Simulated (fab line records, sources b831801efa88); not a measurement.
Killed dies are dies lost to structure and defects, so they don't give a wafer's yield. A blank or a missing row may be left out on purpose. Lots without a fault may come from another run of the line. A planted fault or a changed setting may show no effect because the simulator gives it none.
Which tool did it? | flow gf180mcu | 14 lots, 39 wafers sampled, at 4 steps of a route of 602

WHAT THE GAUGES READ, wafer by wafer
GF_PSD_RS_MEAS_14: measures by four-point-probe. Usual: NSD_RS 46.14 ohm/sq, standard deviation 0.077.
lot  | measured     | on            | NSD_RS (ohm/sq)   | flag
L363 | day 14 00:50 | film_metro-01 | 46.10 46.24 46.18 |
L364 | day 14 15:24 | film_metro-02 | 46.18 46.10 46.19 |
L365 | day 14 17:49 | film_metro-01 | 46.09 46.16 46.11 |
L366 | day 15 12:05 | film_metro-01 | 46.11 46.28 46.19 |
L368 | day 16 08:27 | film_metro-01 | 46.09 46.19 46.12 |
L367 | day 16 10:57 | film_metro-02 | 46.07 46.11 46.04 |
L370 | day 17 02:36 | film_metro-04 | 46.14 46.27 46.14 |
L372 | day 18 07:01 | film_metro-04 | 46.02 46.21 46.10 |
L373 | day 18 07:20 | film_metro-04 | 46.09 46.18 46.19 |
L374 | day 18 21:55 | film_metro-04 | 46.23 46.21 46.22 |
L380 | day 20 07:44 | film_metro-04 | 46.18 46.09 46.31 |
L381 | day 20 19:11 | film_metro-04 | 47.07 46.07       | OFF
L382 | day 20 23:48 | film_metro-01 | 47.41 46.01       | OFF
L383 | day 21 03:54 | film_metro-02 | 47.25 46.11       | OFF

GF_V1_THK_MEAS_01. Usual: V1_CVD_00_THK 598 nm, standard deviation 6.3.
lot  | measured     | on            | V1_CVD_00_THK (nm) | flag
L363 | day 16 22:02 | film_metro-02 | 601 597 606        |
L364 | day 17 14:57 | film_metro-03 | 594 602 586        |
L365 | day 17 16:45 | film_metro-01 | 606 599 609        |
L366 | day 18 11:50 | film_metro-02 | 607 600 608        |
L368 | day 19 08:42 | film_metro-01 | 601 601 607        |
L367 | day 19 09:59 | film_metro-01 | 596 600 599        |
L370 | day 20 02:20 | film_metro-01 | 600 596 597        |
L372 | day 21 10:35 | film_metro-01 | 599 600 605        |
L373 | day 21 11:47 | film_metro-02 | 593 593 588        |
L374 | day 22 02:50 | film_metro-02 | 599 606 597        |
L380 | day 23 10:10 | film_metro-03 | 594 600 599        |
L381 | day 23 21:34 | film_metro-02 | 600 592            |
L382 | day 24 01:19 | film_metro-03 | 611 604            |
L383 | day 24 05:36 | film_metro-01 | 587 588            |

WHICH TOOL RAN EACH LOT (tool, then ch and the chambers of the sampled wafers, then the start)
lot  | GF_VT_IMPLANT_STRIP_42               | GF_NSD_IMPLANT_10
L363 | plasma_asher-02 ch 0,1, day 7 11:11  | implanter-02 ch 0, day 13 04:16
L364 | plasma_asher-04 ch 0,1, day 7 19:47  | implanter-02 ch 0, day 13 18:04
L365 | plasma_asher-04 ch 0,1, day 7 21:56  | implanter-03 ch 0, day 13 20:40
L366 | plasma_asher-03 ch 0,1, day 8 09:26  | implanter-03 ch 0, day 14 13:37
L368 | plasma_asher-02 ch 0,1, day 9 04:35  | implanter-02 ch 0, day 15 09:31
L367 | plasma_asher-03 ch 0,1, day 9 04:42  | implanter-02 ch 0, day 15 12:10
L370 | plasma_asher-02 ch 0,1, day 9 19:32  | implanter-02 ch 0, day 16 03:13
L372 | plasma_asher-02 ch 0,1, day 10 13:08 | implanter-02 ch 0, day 17 07:04
L373 | plasma_asher-02 ch 0,1, day 10 17:00 | implanter-01 ch 0, day 17 07:17
L374 | plasma_asher-04 ch 0,1, day 10 18:56 | implanter-02 ch 0, day 17 12:41
L380 | plasma_asher-03 ch 0,1, day 12 08:05 | implanter-01 ch 0, day 19 06:56
L381 | plasma_asher-02 ch 0,1, day 12 15:15 | implanter-01 ch 0, day 19 17:52
L382 | plasma_asher-02 ch 1, day 12 23:11   | implanter-01 ch 0, day 19 23:17
L383 | plasma_asher-03 ch 1, day 13 03:50   | implanter-01 ch 0, day 20 02:55
- GF_VT_IMPLANT_STRIP_42: strips in O2/N2.
- GF_NSD_IMPLANT_10

WHAT THE TOOLS THEMSELVES READ (means of the sampled wafers that have a number; where no wafer has one, the mark that the record gives instead)
GF_VT_IMPLANT_STRIP_42. Usual: drypump_motor_current_A 5.7 A, standard deviation 0.42; heater_power_w 320 W, standard deviation 46; o2_flow_sccm 2999 sccm, standard deviation 8.4; oes_product_au 0.716 a.u., standard deviation 0.0043; strip_time_to_endpoint_s 12.64 s, standard deviation 0.036.
lot  | tool            | drypump_motor_current_A (A) | heater_power_w (W) | o2_flow_sccm (sccm) | oes_product_au (a.u.) | strip_time_to_endpoint_s (s) | flag
L363 | plasma_asher-02 | 5.9                         | 301                | 2988                | 0.720                 | 12.63                        |
L364 | plasma_asher-04 | 5.6                         | 307                | 3003                | 0.717                 | 12.62                        |
L365 | plasma_asher-04 | 5.6                         | 307                | 2991                | 0.718                 | 12.58                        |
L366 | plasma_asher-03 | 5.6                         | 402                | 3005                | 0.714                 | 12.64                        |
L368 | plasma_asher-02 | 5.9                         | 292                | 2997                | 0.716                 | 12.68                        |
L367 | plasma_asher-03 | 5.6                         | 370                | 3001                | 0.715                 | 12.60                        |
L370 | plasma_asher-02 | 5.9                         | 292                | 3001                | 0.717                 | 12.65                        |
L372 | plasma_asher-02 | 5.9                         | 296                | 3002                | 0.716                 | 12.65                        |
L373 | plasma_asher-02 | 5.9                         | 297                | 2998                | 0.713                 | 12.68                        |
L374 | plasma_asher-04 | 5.2                         | 299                | 3004                | 0.714                 | 12.62                        |
L380 | plasma_asher-03 | 5.6                         | 406                | 2999                | 0.716                 | 12.67                        |
L381 | plasma_asher-02 | 6.0                         | 296                | 3000                | 0.714                 | 12.68                        |
L382 | plasma_asher-02 | 6.0                         | 292                | 2993                | 0.716                 | 12.70                        |
L383 | plasma_asher-03 | 5.5                         | 333                | 2996                | 0.717                 | 12.68                        |

GF_NSD_IMPLANT_10. Usual: beam_on_s 9.99 s, standard deviation 0.21; faraday_current_uA 2790, standard deviation 58.
lot  | tool         | beam_on_s (s) | faraday_current_uA | flag
L363 | implanter-02 | 10.08         | 2767               |
L364 | implanter-02 | 10.01         | 2788               |
L365 | implanter-03 | 9.91          | 2808               |
L366 | implanter-03 | 9.82          | 2837               |
L368 | implanter-02 | 10.02         | 2786               |
L367 | implanter-02 | 9.83          | 2827               |
L370 | implanter-02 | 9.86          | 2833               |
L372 | implanter-02 | 10.06         | 2768               |
L373 | implanter-01 | 10.10         | 2763               |
L374 | implanter-02 | 10.26         | 2708               |
L380 | implanter-01 | 9.94          | 2799               |
L381 | implanter-01 | 8.88          | 3164               | OFF
L382 | implanter-01 | 8.96          | 3146               | OFF
L383 | implanter-01 | 8.93          | 3148               | OFF

THE ANSWER, worked out from the rows above alone
Rule: a lot is off if the mean of its wafers that have a number lies more than 3 standard deviations from the usual mean. A lot without any number at a reading at which 4 lots or more have one is off too. The other lots that the step has rows for count as sound. The gauges are gone through in route order, then the tools' own readings, and for those a lot's mean is taken as printed above. The first step at which some lot is off is used, and at that step the reading that is off furthest; a lot without a number counts as furthest.
Off: L381, L382, L383, at GF_PSD_RS_MEAS_14 (NSD_RS).
A tool fits if, at a process step before that reading, it ran every lot that is off, and no sound lot after the first of them. The gauges at GF_PSD_RS_MEAS_14 aren't tried: what is off there is off at GF_NSD_IMPLANT_10 too, on other tools, and a gauge's error can't cause that. One fits: implanter-01 at GF_NSD_IMPLANT_10. Its last sound lot is L380 (day 19 06:56), its first lot that is off L381 (day 19 17:52): a fault that began between those two fits.
The tool's own readings at GF_NSD_IMPLANT_10 bear it out: on the lots that are off they differ by more than 5 times the standard deviation of the sound lots' means. beam_on_s reads 8.92 s there against 9.99 s on the sound lots; faraday_current_uA reads 3153 there against 2789 on the sound lots.

WHAT THE SIMULATOR HAD PUT IN
Process parameter drift: implanter-01, from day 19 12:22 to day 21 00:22, at GF_NSD_IMPLANT_10. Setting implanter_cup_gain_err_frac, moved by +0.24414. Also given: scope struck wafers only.
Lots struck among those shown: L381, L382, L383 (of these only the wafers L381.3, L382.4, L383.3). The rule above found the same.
